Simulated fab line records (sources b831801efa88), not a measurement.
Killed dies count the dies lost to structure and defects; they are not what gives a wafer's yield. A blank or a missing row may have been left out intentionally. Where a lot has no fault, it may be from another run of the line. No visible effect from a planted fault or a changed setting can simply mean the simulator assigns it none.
Comparing a struck lot with a sound one    flow sky130    21 steps out of a route of 708
Sound: these wafers, L170.1, L170.2, L170.5. Wafers L169.3, L169.4, L169.6 were the ones struck. The cause is given at the end.
At each step with rows: each side's tool, then ch and its chambers, then its first start. Under that, the readings that differ: sound wafers    struck wafers    difference of the means    sigmas: that difference in standard deviations of wafers without a fault.
alike: same words and numbers on both sides, and readings whose means sit less than 2 such deviations apart. not compared: any withheld reading, any reading some wafer has no value for, any bound like >300 that may hide the same value, and any number with overlapping values for which the record gives no deviation.
The two part at a step that has a row with sigmas, a row that says differs or no value, or rows on one side only. When numbers do not overlap yet have no deviation, they are printed without sigmas and do not part them. A reading missing from all wafers of one side parts the sides only when that side holds two or more wafers.

first, 1 step without rows for these wafers: SKY_LDD_LDN_IMPLANT_11.
SKY_LDD_LDN_STRIP_12: strips in O2/N2.
  sound on plasmaAsher-02 ch 0,1, day 27 12:12; struck on plasmaAsher-01 ch 0,1, day 27 06:35
  alike: drypumpMotorCurrentA, oesProductAu, stripTimeToEndpointS
  not compared: rfHoursCounterH
SKY_LDD_LDN_TW_MEAS_13:
  sound: filmMetro-01 at day 27 12:18; struck: filmMetro-04 at day 27 06:40
  alike: LDD_LDN_TW
then, 2 steps without rows for these wafers: SKY_LDD_LDN_CLEAN_14 (cleans in SC1/SC2, time 150 s); SKY_SPACER_CVD_00 (deposits Si3N4 from DCS/NH3, target thk 43.1 nm, time 740 s).
SKY_SPACER_THK_MEAS_01:
  sound: filmMetro-04 at day 27 15:07; struck: filmMetro-04 at day 27 09:36
  alike: SPACER_CVD_00_THK
SKY_SPACER_ETCHBACK_02: etches Si3N4 in CH3F/O2, stops on SiO2, time 46.7 s, target depth 45 nm.
  sound on rieDiel-04 ch 1,2, day 27 15:11; struck on rieDiel-03 ch 0,1, day 27 09:38
  alike: O2_flow_sccm, drypumpMotorCurrentA, oesProductAu, throttleValvePct
  not compared: rfHoursCounterH
then, 5 steps without rows for these wafers: SKY_POLY_CUT_DEHYDRATE_00 (time 60 s); SKY_POLY_CUT_HMDS_01 (prime time 60 s); SKY_POLY_CUT_COAT_02 (resist thk 60 nm); SKY_POLY_CUT_COAT_03 (resist thk 450 nm); SKY_POLY_CUT_SOFTBAKE_04 (time 90 s).
SKY_POLY_CUT_EXPOSE_05: exposes mask NPCM, target cd 270 nm.
  sound on krfScanner-01 ch 0, day 28 05:36; struck on krfScanner-02 ch 0, day 28 00:13
reading            sound                 struck                difference  sigmas
exposureDoseMJCm2  32.024 31.996 32.034  32.301 32.307 32.243  +0.266      +9
  alike: mask
then, 2 steps without rows for these wafers: SKY_POLY_CUT_PEB_06; SKY_POLY_CUT_DEVELOP_07 (develop time 60 s).
SKY_POLY_CUT_CD_MEAS_08: target cd 270 nm.
  sound: cdSem-02 at day 28 20:19; struck: cdSem-02 at day 28 14:28
reading    sound              struck             difference  sigmas
cdNm (nm)  269.2 268.6 269.7  253.4 262.3 268.3  -7.8        -7
SKY_POLY_CUT_OVL_MEAS_09:
  sound: overlay-01 at day 28 20:26; struck: overlay-02 at day 28 14:33
reading            sound    struck       difference  sigmas
POLY_CUT_OVL (nm)  1 -4 -3  -10 -12 -14  -10         -2
SKY_POLY_CUT_ETCH_10: etches BARC in N2/H2, stops on SiO2, time 45.9 s, target depth 60 nm.
  sound on rieDiel-01 ch 0,3, day 28 20:28; struck on rieDiel-04 ch 1,3, day 28 14:34
reading                   sound              struck             difference  sigmas
model.POLY_CUT.cdNm (nm)  269.2 269.5 269.5  252.5 261.3 267.9  -8.8        
  alike: drypumpMotorCurrentA, oesProductAu, throttleValvePct
  not compared: rfHoursCounterH
SKY_POLY_CUT_ETCH_11: etches Si3N4 in CF4/CH2F2/Ar, stops on poly-Si, time 42.5 s, target depth 60 nm.
  sound on rieDiel-01 ch 0,3, day 28 20:31; struck on rieDiel-04 ch 1,3, day 28 14:37
reading                   sound              struck             difference  sigmas
model.POLY_CUT.cdNm (nm)  269.2 269.5 269.5  252.5 261.4 267.9  -8.8        
  alike: drypumpMotorCurrentA, mfcArSccm, oesProductAu, throttleValvePct
  not compared: rfHoursCounterH
SKY_POLY_CUT_STRIP_12: strips in O2/N2.
  sound on plasmaAsher-01 ch 0,1, day 28 20:34; struck on plasmaAsher-01 ch 0,1, day 28 14:41
reading                   sound              struck             difference  sigmas
stripTimeToEndpointS (s)  5.369 5.370 5.368  5.339 5.325 5.326  -0.039      -2
  alike: drypumpMotorCurrentA, oesProductAu
  not compared: rfHoursCounterH
-- record jumps: 20 days separate the struck wafers' starts on either side; left off in module POLY_CUT, taken up again in module PAD_OPEN, whose first shown step is the route's number 708 --
SKY_PAD_OPEN_PROBE_99:
  sound: prober-01 at day 49 01:26; struck: prober-02 at day 48 19:19
  alike: killed_at_M0_to_M3, killed_at_M4_up, killedAtContacts, killedAtFrontEnd, killedAtOther, killedDies, killedOpen, killedShort

== WHERE THEY PART ==
Last at SKY_POLY_CUT_STRIP_12 as far as this record goes, first at SKY_POLY_CUT_EXPOSE_05. Later steps at which nothing parts them and some readings are alike: SKY_PAD_OPEN_PROBE_99.

WHY: what had been put in by the simulator
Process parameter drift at SKY_POLY_CUT_EXPOSE_05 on krfScanner-02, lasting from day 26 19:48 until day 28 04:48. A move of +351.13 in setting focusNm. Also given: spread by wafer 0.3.
